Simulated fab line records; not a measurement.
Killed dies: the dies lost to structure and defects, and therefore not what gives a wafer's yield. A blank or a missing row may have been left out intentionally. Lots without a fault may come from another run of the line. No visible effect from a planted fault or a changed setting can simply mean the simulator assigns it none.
Code-filled problem report in 8D (eight disciplines) form	flow gf180mcu	the parts of the form that need people (team, actions taken, sign-off) are left out

1. WHAT IS WRONG
Wafers without a fault read 133.0 s, standard deviation 0.64; runLengthS at GF_M5_METAL_ETCH_10 reads a mean of 126.2 s on 6 wafers belonging to 2 lots. That puts it -11 standard deviations away from the usual mean.
The step: etches the open film in Cl2/BCl3, stops on SiO2, target depth 627.5 nm, time 104.6 s.
The first sign was on wafer L338.3 at day 30 17:08, on rieMetal-04. The record holds 18 wafers of 6 lots with a number at this step. By rule, "out" or "out of limits" means more than 4 standard deviations away from the usual mean. All remaining wafers that have a number are taken as sound.

2. WHAT IT IS AND WHAT IT IS NOT
question	is	is not
which readings at this step	runLengthS	bcl3FlowSccm, drypumpMotorCurrentA
which lots	L338, L342	L325, L335, L343, L344
which wafers of those lots	all that have a number	-
read on which tools	rieMetal-04	rieMetal-01, rieMetal-03
when	from day 30 17:08	up to then (6 sound wafers); but 6 sound wafers of L343, L344 came after

3. WHAT RULES OUT EACH SUSPECT
Counting: a tool stays on the suspect list if, at a process step up to the reading, it processed all lots that are out and no sound lot following the first of them.
- rieDiel-02 at GF_M5_ETCH_09 (etches Si3N4 in CF4/O2, target depth 52 nm, time 11.6 s): ruled out as a lasting fault. After its first lot that is out, L338 (day 30 17:04), sound lots L344 ran on it.
- rieMetal-04 at GF_M5_METAL_ETCH_10 (etches the open film in Cl2/BCl3, stops on SiO2, target depth 627.5 nm, time 104.6 s): kept. All lots that are out passed through it, beginning with L338 at day 30 17:08, and no sound lot followed; its final sound lot before that point was L335 at day 29 23:53. Out on those wafers are its own readings of runLengthS.
The count leaves rieMetal-04 at GF_M5_METAL_ETCH_10.

4. THE CAUSE (what the simulator had put in)
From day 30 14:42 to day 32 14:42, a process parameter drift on rieMetal-04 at GF_M5_METAL_ETCH_10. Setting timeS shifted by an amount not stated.
The count eliminated every tool but this one.

5. SEQUENCE OF EFFECTS, ordered by route
Each row: a reading where the mean over the struck wafers with a number is more than 3 standard deviations away from the usual. Only readings for which the record gives a usual standard deviation are gone through. hours: the time from each lot's start at the first step in this table that gives one to its start at this step, as a median over the lots. sigmas: the change in usual standard deviations.
hours	step	reading	usual	on struck wafers	change	sigmas
0	GF_M5_METAL_ETCH_10	oesProductAu	0.971 a.u.	1.002	+0.031	+4.3
0	GF_M5_METAL_ETCH_10	runLengthS	133.0 s	126.2	-6.8	-11
The process steps in it:
- GF_M5_METAL_ETCH_10: etches the open film in Cl2/BCl3, stops on SiO2, target depth 627.5 nm, time 104.6 s.
Readings that are blank on the struck wafers while sound wafers have them: rfFwdPowerW at GF_M5_METAL_ETCH_10.

6. HOW IT WOULD HAVE BEEN CAUGHT EARLIER
In this record the first reading out of limits was taken at day 30 17:08, 2 hours after the fault began at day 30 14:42.
